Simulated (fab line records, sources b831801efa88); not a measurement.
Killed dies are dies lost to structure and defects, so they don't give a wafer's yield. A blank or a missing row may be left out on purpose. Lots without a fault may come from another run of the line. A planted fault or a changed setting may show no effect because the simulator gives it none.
One fault seen from 2 desks | flow sky130 | each desk has only its own numbers; what lay behind them comes last

THE TOOL OWNER'S DESK: rie_diel-02
The tool's own readings at SKY_SPACER_ETCHBACK_02 (etches Si3N4 in CH3F/O2, stops on SiO2, time 46.7 s, target depth 45 nm): means of the sampled wafers that have a number, for each lot that ran on this tool. A lot is out of limits, marked OUT, if its mean lies more than 4 standard deviations from the usual mean; the brackets give that distance.
Columns: A = bias_w at SKY_SPACER_ETCHBACK_02, usual 80.00 W; B = drypump_motor_current_A at SKY_SPACER_ETCHBACK_02, usual 5.4 A; C = oes_product_au at SKY_SPACER_ETCHBACK_02, usual 0.853 a.u.; D = throttle_valve_pct at SKY_SPACER_ETCHBACK_02, usual 10.563 %
lot  | first seen here | A     | B   | C     | D
L640 | day 23 23:02    | 79.89 | 5.2 | 0.857 | 10.563
L643 | day 24 19:08    | 80.24 | 5.0 | 0.856 | 10.554
L652 | day 27 20:51    | 80.05 | 5.3 | 0.851 | 10.569
L653 | day 28 10:38    | 80.04 | 5.3 | 0.858 | 10.562
This desk's finding: nothing out of limits on any of the 4 lots.

THE METROLOGY DESK
What the gauges read, lot by lot, whatever tool the lot ran on: means of the sampled wafers that have a number. A lot is out of limits, marked OUT, if its mean lies more than 4 standard deviations from the usual mean; the brackets give that distance. Of its 8 readings 7 are shown: those that lie furthest out on some lot.
Columns: A = LDD_LDN_OVL at SKY_LDD_LDN_OVL_MEAS_07, usual 0.1 nm; B = LDD_LDN_TW at SKY_LDD_LDN_TW_MEAS_13, usual 1491; C = SPACER_CVD_00_THK at SKY_SPACER_THK_MEAS_01, usual 42.9 nm; D = cd_nm at SKY_POLY_CUT_CD_MEAS_08, usual 270.1 nm; E = cd_nm at SKY_SD_P_CD_MEAS_07, usual 379.9 nm; F = SD_P_OVL at SKY_SD_P_OVL_MEAS_08, usual 1.5 nm; G = SD_P_TW at SKY_SD_P_TW_MEAS_11, usual 2835
lot  | first seen here | A    | B    | C    | D     | E     | F    | G
L640 | day 23 20:56    | 0.3  | 1509 | 43.1 | 271.9 | 379.5 | 0.4  | 2814
L643 | day 24 17:01    | 1.1  | 1496 | 43.0 | 271.3 | 382.3 | -0.2 | 2827
L646 | day 25 12:31    | -1.6 | 1488 | 42.4 | 272.1 | 376.6 | 2.0  | 2825
L652 | day 27 17:26    | 0.3  | 1476 | 42.5 | 269.4 | 377.1 | 1.3  | 2838
L653 | day 28 07:47    | -0.3 | 1481 | 43.5 | 268.7 | 378.3 | 2.3  | 2834
L659 | day 30 04:31    | 0.6  | 1485 | 42.2 | 270.4 | 381.7 | 4.4  | 2851
This desk's finding: nothing out of limits on any of the 6 lots.

PUT TOGETHER
The tool owner's desk saw nothing out of limits.
The metrology desk saw nothing out of limits.

WHAT THE SIMULATOR HAD PUT IN
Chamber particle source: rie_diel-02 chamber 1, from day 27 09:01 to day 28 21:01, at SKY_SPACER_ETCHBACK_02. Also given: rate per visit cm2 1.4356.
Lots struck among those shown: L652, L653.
